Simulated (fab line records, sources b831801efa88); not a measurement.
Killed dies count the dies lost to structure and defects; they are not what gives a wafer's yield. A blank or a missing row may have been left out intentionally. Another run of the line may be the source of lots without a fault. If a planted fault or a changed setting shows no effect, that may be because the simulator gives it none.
fab line records	flow sky130
record lots=6	wafers=18	lastDay=50
route steps=708 shown METAL2@485
lots that met no fault: from a run of the same line without faults
startH: hours from the record's opening day to when the first of the lot's shown wafers began	waitH: hours elapsed since this lot's preceding step	" identical to the entry in the row above	L1.1+2: a row that stands for several wafers	- value missing, or start not given	* or withheld: withheld	< > ~ a bound
route shown NAME@n: NAME is a module with steps in the file, n the number in the route of the first one	usual: mean/standard deviation of fault-free wafers	same: alike in all rows	chamber/n: place in a boat	sites: readings site by site	_std_site: standard deviation across them	_edge_site: mean of outer sites minus mean of inner sites	radiusMm: for every site, how far away it sits from the centre of the wafer	mask NAME#n: copy n	behind: tool/chamber where the wafer was last shaped	hold: cause of the lot's hold/its duration in hours/its outcome	device: the n, p or np transistor that did not switch	end of line: at the end of the route, the tests of the same wafers	a step without rows: its recipe alone	killed: count of dies lost to structure and defects at first sort (not the wafer's yield)	map: per-die view of a wafer (x killed, . not killed, _ where there is no die)
set.NAME: setting as actually run; set.NAME@STEP: the setting as run at that earlier step	model.NAME: the simulator's own value behind a step, which no gauge read
lots at selected steps of the route; one table per step, one row per wafer
services: the hour from which a tool's chamber was out of use, counted from the record's first day as startH (under 0 if before that day), plus the number of hours and why
## steps
# step SKY_METAL2_SPUTTER_02
# recipe material=AlCu	targetThkNm=250	powerW=10600	timeS=13.3	chamberPressurePa=0.4
# usual throttleValvePct=30.2/0.71
lot.wafer	tool	chamber	startH	waitH	throttleValvePct
L280.3	pvdSputter-01	-	810.46	0.0	31.6
L280.4	"	-	"	"	30.5
L280.6	"	-	"	"	28.8
L281.1	pvdSputter-01	-	838.10	0.0	31.8
L281.2	"	-	"	"	29.2
L281.3	"	-	"	"	30.6
L293.3	pvdSputter-04	-	922.31	0.0	29.9
L293.5	"	-	"	"	29.8
L293.6	"	-	"	"	30.9
L294.1	pvdSputter-04	-	926.79	0.0	29.9
L294.3	"	-	"	"	30.7
L294.5	"	-	"	"	31.0
L298.2	pvdSputter-04	-	948.30	0.0	30.5
L298.3	"	-	"	"	30.0
L298.6	"	-	"	"	30.5
L299.1	pvdSputter-04	-	957.28	0.0	30.5
L299.3	"	-	"	"	30.9
L299.6	"	-	"	"	29.9
# step SKY_METAL2_SPUTTER_03
# recipe material=Ti	targetThkNm=5	powerW=3000	timeS=3.3	chamberPressurePa=0.4
# usual throttleValvePct=30.2/0.71
lot.wafer	tool	chamber	startH	waitH	throttleValvePct
L280.3	pvdSputter-01	-	810.49	0.0	31.5
L280.4	"	-	"	"	30.8
L280.6	"	-	"	"	29.0
L281.1	pvdSputter-01	-	838.12	0.0	31.7
L281.2	"	-	"	"	28.8
L281.3	"	-	"	"	30.7
L293.3	pvdSputter-04	-	922.33	0.0	30.0
L293.5	"	-	"	"	29.6
L293.6	"	-	"	"	31.0
L294.1	pvdSputter-04	-	926.82	0.0	30.0
L294.3	"	-	"	"	30.5
L294.5	"	-	"	"	30.9
L298.2	pvdSputter-04	-	948.33	0.0	30.4
L298.3	"	-	"	"	29.9
L298.6	"	-	"	"	30.3
L299.1	pvdSputter-04	-	957.30	0.0	30.6
L299.3	"	-	"	"	30.9
L299.6	"	-	"	"	29.8
# step SKY_METAL2_SPUTTER_04
# recipe material=TiN	targetThkNm=70	powerW=6500	timeS=58.3	chamberPressurePa=0.4
# usual throttleValvePct=30.2/0.7
lot.wafer	tool	chamber	startH	waitH	throttleValvePct
L280.3	pvdSputter-01	-	810.50	0.0	31.6
L280.4	"	-	"	"	30.6
L280.6	"	-	"	"	28.9
L281.1	pvdSputter-01	-	838.14	0.0	31.7
L281.2	"	-	"	"	29.1
L281.3	"	-	"	"	30.6
L293.3	pvdSputter-04	-	922.35	0.0	29.6
L293.5	"	-	"	"	30.1
L293.6	"	-	"	"	30.5
L294.1	pvdSputter-04	-	926.84	0.0	30.0
L294.3	"	-	"	"	30.3
L294.5	"	-	"	"	31.1
L298.2	pvdSputter-04	-	948.34	0.0	30.6
L298.3	"	-	"	"	29.8
L298.6	"	-	"	"	30.2
L299.1	pvdSputter-04	-	957.32	0.0	30.4
L299.3	"	-	"	"	30.8
L299.6	"	-	"	"	29.9
# step SKY_METAL2_RS_MEAS_05
# recipe thkMeasGauge=four-point-probe	reads=TiN_of_METAL2_SPUTTER_04+Ti_of_METAL2_SPUTTER_03+AlCu_of_METAL2_SPUTTER_02+TiN_of_METAL2_SPUTTER_01+Ti_of_METAL2_SPUTTER_00
# usual METAL2_ALCU_RS=0.1273/0.0015
lot.wafer	tool	chamber	startH	waitH	METAL2_ALCU_RS[ohm/sq]
L280.3	filmMetro-02	-	810.59	0.1	0.1265
L280.4	"	-	"	"	0.1287
L280.6	"	-	"	"	0.1272
L281.1	filmMetro-02	-	838.19	0.0	0.1300
L281.2	"	-	"	"	0.1304
L281.3	"	-	"	"	0.1289
L293.3	filmMetro-03	-	922.44	0.1	0.1262
L293.5	"	-	"	"	0.1253
L293.6	"	-	"	"	0.1274
L294.1	filmMetro-02	-	926.88	0.0	0.1266
L294.3	"	-	"	"	0.1274
L294.5	"	-	"	"	0.1280
L298.2	filmMetro-03	-	948.41	0.0	0.1282
L298.3	"	-	"	"	0.1280
L298.6	"	-	"	"	0.1282
L299.1	filmMetro-01	-	957.37	0.0	0.1265
L299.3	"	-	"	"	0.1276
L299.6	"	-	"	"	0.1266
# step SKY_METAL2_THK_MEAS_06
# recipe thkMeasGauge=xrf	reads=AlCu_of_METAL2_SPUTTER_02
# usual METAL2_ALCU_THK=250/3
lot.wafer	tool	chamber	startH	waitH	METAL2_ALCU_THK[nm]
L280.3	filmMetro-02	-	810.69	0.1	250
L280.4	"	-	"	"	246
L280.6	"	-	"	"	251
L281.1	filmMetro-02	-	838.31	0.1	247
L281.2	"	-	"	"	245
L281.3	"	-	"	"	248
L293.3	filmMetro-03	-	922.54	0.1	252
L293.5	"	-	"	"	255
L293.6	"	-	"	"	251
L294.1	filmMetro-02	-	927.00	0.1	251
L294.3	"	-	"	"	248
L294.5	"	-	"	"	249
L298.2	filmMetro-03	-	948.52	0.1	250
L298.3	"	-	"	"	250
L298.6	"	-	"	"	249
L299.1	filmMetro-01	-	957.49	0.1	253
L299.3	"	-	"	"	249
L299.6	"	-	"	"	252
# step SKY_METAL2_DEHYDRATE_07
# recipe tempC=200	timeS=60
# step SKY_METAL2_HMDS_08
# recipe primeTimeS=60	primeTempC=120
# step SKY_METAL2_COAT_09
# recipe resist=BARC	tempC=withheld	timeS=withheld	spinRpm=3000	resistThkNm=60
# step SKY_METAL2_COAT_10
# recipe resist=KrF-thick	spinRpm=3000	resistThkNm=450
# step SKY_METAL2_SOFTBAKE_11
# recipe tempC=100	timeS=90	resist=KrF-thick
# step SKY_METAL2_EXPOSE_12
# recipe maskId=MM2	na=0.8	sourceShape=annular	sigmaInner=0.55	sigmaOuter=0.85	targetCdNm=140	doseMj=28
# step SKY_METAL2_PEB_13
# recipe pebTempC=withheld	pebTimeS=withheld	resist=KrF-thick
# step SKY_METAL2_DEVELOP_14
# recipe developTimeS=60	resist=KrF-thick	devTempC=21
# usual chillPlateTempC=23.00/0.089	developTimeS=60/0
lot.wafer	tool	chamber	startH	waitH	chillPlateTempC	developTimeS	model.KrF-thick_of_METAL2_COAT_10.thkNm
L280.3	lithoTrack-04	-	836	-	-	-	451.4
L280.4	"	-	"	"	-	-	450.4
L280.6	"	-	"	"	-	-	451.5
L281.1	lithoTrack-03	-	863	-	-	-	449.7
L281.2	"	-	"	"	-	-	450.1
L281.3	"	-	"	"	-	-	450.8
L293.3	lithoTrack-03	0	946	-	23.04	60	437.6
L293.5	"	0	"	"	23.04	60	435.6
L293.6	"	0	"	"	22.94	60	436.4
L294.1	lithoTrack-01	0	951	-	22.98	60	435
L294.3	"	0	"	"	22.98	60	436.2
L294.5	"	0	"	"	23.08	60	436.1
L298.2	lithoTrack-04	0	970	-	23.14	60	434.8
L298.3	"	0	"	"	22.90	60	433.2
L298.6	"	0	"	"	22.99	60	435.8
L299.1	lithoTrack-03	0	978	-	23.10	60	433.4
L299.3	"	0	"	"	22.77	60	435.3
L299.6	"	0	"	"	23.01	60	435.4
# step SKY_METAL2_CD_MEAS_15
# recipe targetCdNm=140
# usual cdNm=140.4/1.7
lot.wafer	tool	chamber	startH	waitH	cdNm
L280.3	cdSem-01	-	836.98	-	-
L280.4	"	-	"	"	-
L280.6	"	-	"	"	-
L281.1	cdSem-02	-	863.88	-	-
L281.2	"	-	"	"	-
L281.3	"	-	"	"	-
L293.3	cdSem-01	-	946.92	-	143.2
L293.5	"	-	"	"	142.9
L293.6	"	-	"	"	141.5
L294.1	cdSem-02	-	951.24	-	136.9
L294.3	"	-	"	"	137.5
L294.5	"	-	"	"	138.4
L298.2	cdSem-02	-	970.68	-	138.4
L298.3	"	-	"	"	138.3
L298.6	"	-	"	"	139.1
L299.1	cdSem-02	-	978.78	-	138.0
L299.3	"	-	"	"	140.4
L299.6	"	-	"	"	139.5
## services
tool	chamber	startH	hours	kind
pvdSputter-04	0	811.75	-	consumableReplace:kit
pvdSputter-04	0	811.75	18.0	scheduledDown
pvdSputter-04	0	811.75	18.0	ventCycle
pvdSputter-04	-	816.93	2.1	repair
pvdSputter-01	-	845.03	0.9	repair
pvdSputter-01	-	860.96	2.1	repair
pvdSputter-01	-	909.97	1.9	repair
pvdSputter-04	-	942.44	1.1	repair
pvdSputter-01	0	958.13	-	consumableReplace:kit
pvdSputter-01	0	958.13	18.0	scheduledDown
pvdSputter-01	0	958.13	18.0	ventCycle
pvdSputter-04	3	964.25	-	consumableReplace:kit
pvdSputter-04	3	964.25	18.0	scheduledDown
pvdSputter-04	3	964.25	18.0	ventCycle
pvdSputter-04	-	976.07	8.4	repair
## key
firstSign step=SKY_METAL2_DEVELOP_14	reading=toolRecord	direction=missing
effect none on later readings
modelEffect step=SKY_METAL2_DEVELOP_14	value=KrF-thick_of_METAL2_COAT_10.thkNm	without=436.6	struck=450.7
metAt SKY_METAL2_DEVELOP_14
struckWafers L280.3,L280.4,L280.6,L281.1,L281.2,L281.3
laterRowsLeftOut L280.3,L280.4,L280.6,L281.1,L281.2,L281.3
sortLeftOut L280.3,L280.4,L280.6,L281.1,L281.2,L281.3
fault kind=skippedStepWhole	tool=lithoTrack-03,lithoTrack-04	chamber=-	onsetH=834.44	steps=SKY_METAL2_DEVELOP_14	scope=struckLotsOnly
# sortLeftOut: the simulated sort isn't trusted on such a fault, so these wafers' sort isn't shown, and their yield isn't known
# laterRowsLeftOut: the simulator's readings of these wafers behind a module that went badly wrong aren't trusted and aren't shown, but for the sort
